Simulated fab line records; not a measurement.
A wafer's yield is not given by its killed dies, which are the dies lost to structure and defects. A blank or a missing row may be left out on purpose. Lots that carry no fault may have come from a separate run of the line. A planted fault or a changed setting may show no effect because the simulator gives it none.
Matching of chambers -- flow gf180mcu -- rie diel-04 running GF_CONTACT_ETCH_16: 4 sister chambers
The step etches BARC in N2/H2. 18 wafers are shown with their chamber, then 9 later ones without.

EACH WAFER AND ITS CHAMBER
wafer,chamber,drypump motor current A (A),throttle valve pct (%),chamber pressure mTorr (mTorr)
L076.3,1,5.2,13.219,30.049
L076.4,3,5.8,13.211,30.029
L076.6,3,5.8,13.225,29.932
L080.3,2,6.1,13.232,29.997
L080.4,0,5.5,13.242,30.018
L080.5,3,5.7,13.230,30.002
L083.2,0,5.5,13.245,30.015
L083.3,2,6.1,13.223,30.033
L083.4,3,5.8,13.227,30.013
L085.2,0,5.5,13.240,30.032
L085.4,1,5.2,13.224,30.013
L085.6,0,5.5,13.229,29.975
L087.1,3,5.8,13.245,29.971
L087.2,0,5.5,13.237,30.004
L087.3,2,6.0,13.243,29.963
L089.1,3,5.8,13.241,29.992
L089.3,1,5.2,13.217,29.985
L089.5,1,5.2,13.219,29.977

SIGNATURES (averages over the wafers above)
reading,chamber 0,chamber 1,chamber 2,chamber 3,scatter within a chamber
drypump motor current A,5.500,5.200,6.067,5.783,0.0327
throttle valve pct,13.23860,13.21975,13.23267,13.22983,0.00893
chamber pressure mTorr,30.00880,30.00600,29.99767,29.98983,0.0309
Rule: distance of a wafer from a chamber = root of the sum over the readings of ((wafer's reading minus chamber's mean) / reading's scatter) squared. The wafer belongs to the nearest chamber; if the next one is less than 2 further off, it can't be placed. The scatter: take each reading less its chamber's mean, square it, sum over the shown wafers, divide by the number of wafers less the number of chambers, and take the root.

WAFERS MISSING THEIR CHAMBER
wafer,drypump motor current A (A),throttle valve pct (%),chamber pressure mTorr (mTorr)
L090.1,5.8,13.226,30.002
L090.3,6.0,13.214,29.976
L090.6,5.5,13.218,29.989
L091.3,6.0,13.225,30.003
L091.4,5.2,13.220,29.961
L091.5,6.0,13.236,30.028
L094.1,6.0,13.229,30.011
L094.3,5.5,13.222,29.998
L094.5,5.2,13.239,29.935

EACH ONE'S CHAMBER
wafer,from the rows above,in truth
L090.1,3,3
L090.3,2,2
L090.6,0,0
L091.3,2,2
L091.4,1,1
L091.5,2,2
L094.1,2,2
L094.3,0,0
L094.5,1,1
9 of 9 placed correctly. From these rows, 0 cannot be placed. 0 placed wrongly.
